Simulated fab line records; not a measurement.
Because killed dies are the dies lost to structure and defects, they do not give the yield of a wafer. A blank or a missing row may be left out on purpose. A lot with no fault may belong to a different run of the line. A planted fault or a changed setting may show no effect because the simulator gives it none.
Check for tools in common ; flow gf180mcu ; 36 wafers sampled across 12 lots

## WHAT PROMPTED THE OPENING
2 of 12 lots carry a flag on the reading DUAL_GATE_OXIDATION_00_THK at GF_DUAL_GATE_THK_MEAS_03. No-fault wafers: 10.71 nm, standard deviation 0.23.
Rule: a lot gets a flag if all its wafers with a number sit over 4 standard deviations from that mean, or if no wafer of it has a number. As for the other lots, they are considered sound.

lot;measured;on;DUAL_GATE_OXIDATION_00_THK (nm), wafer by wafer;flag
L725;day 8 01:13;film_metro-02;11.23 11.20 11.16;
L726;day 8 03:31;film_metro-02;10.74 10.76 10.81;
L728;day 8 15:14;film_metro-01;10.87 10.72 10.78;
L729;day 8 20:30;film_metro-01;10.73 10.83 10.86;
L732;day 9 17:06;film_metro-01;10.39 10.20 10.16;
L739;day 11 17:58;film_metro-03;10.36 10.20 10.47;
L740;day 12 05:31;film_metro-02;10.53 10.59 10.53;
L741;day 12 06:26;film_metro-03;7.45 7.44 7.45;FLAGGED
L742;day 12 15:41;film_metro-01;7.06 7.20 7.11;FLAGGED
L743;day 12 22:25;film_metro-02;10.81 10.64 10.82;
L745;day 14 04:22;film_metro-02;10.45 10.60 10.56;
L747;day 14 17:22;film_metro-03;10.65 10.60 10.66;
The mean of the flagged lots' numbers is 7.29 nm, -3.43 nm from the usual (-15 standard deviations).

## WHICH TOOL RAN EACH LOT
The record holds 1 process step before the reading, out of a route of 602 steps. Every cell lists first the tool, next ch and the chambers used by the sampled wafers, and last the start.
lot;flag;GF_DUAL_GATE_OXIDATION_02
L725;;furnace-02 ch 0, day 7 23:46
L726;;furnace-01 ch 0, day 8 02:04
L728;;furnace-01 ch 0, day 8 13:47
L729;;furnace-01 ch 0, day 8 19:04
L732;;furnace-01 ch 0, day 9 15:38
L739;;furnace-01 ch 0, day 11 16:31
L740;;furnace-02 ch 0, day 12 04:04
L741;FLAGGED;furnace-01 ch 0, day 12 04:59
L742;FLAGGED;furnace-01 ch 0, day 12 14:14
L743;;furnace-02 ch 0, day 12 20:58
L745;;furnace-02 ch 0, day 14 02:55
L747;;furnace-02 ch 0, day 14 15:55
These steps, and what they do:
- GF_DUAL_GATE_OXIDATION_02: stabilise 600 s, purge 300 s, target thk 10.887 nm.
- GF_DUAL_GATE_THK_MEAS_03

## FLAGGED OVER TOTAL, TOOL BY TOOL (the gauges that took the reading come last)
step;tool;lots run;flagged;share of the flagged lots;sound lots run after its first flagged lot
GF_DUAL_GATE_OXIDATION_02;furnace-01;7;2;all;0
GF_DUAL_GATE_OXIDATION_02;furnace-02;5;0;none;-
GF_DUAL_GATE_THK_MEAS_03;film_metro-01;4;1;some;0
GF_DUAL_GATE_THK_MEAS_03;film_metro-02;5;0;none;-
GF_DUAL_GATE_THK_MEAS_03;film_metro-03;3;1;some;1 (L747)

## WHAT IS ALLOWED BY THE TABLE
1 row of the table ran every flagged lot: furnace-01 at GF_DUAL_GATE_OXIDATION_02.
- furnace-01 at GF_DUAL_GATE_OXIDATION_02 ran 7 lots, 2 of them flagged. A fault beginning between L739 (day 11 16:31), its last sound lot, and L741 (day 12 04:59), its first flagged one, fits the data. Its own readings lie more than 4 standard deviations out on every wafer of the flagged lots: spike_tc_bottom_C, spike_tc_centre_C, spike_tc_lower_C, spike_tc_top_C, spike_tc_upper_C, tube_center_temp_C, tube_center_temp_C_max.
furnace-01 at GF_DUAL_GATE_OXIDATION_02 is the single tool remaining.

## WHAT THE SIMULATOR HAD INSERTED
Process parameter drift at GF_DUAL_GATE_OXIDATION_02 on furnace-01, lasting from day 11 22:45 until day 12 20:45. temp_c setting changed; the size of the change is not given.
Lots struck among those shown: L741, L742. This agrees with what the rule above found.
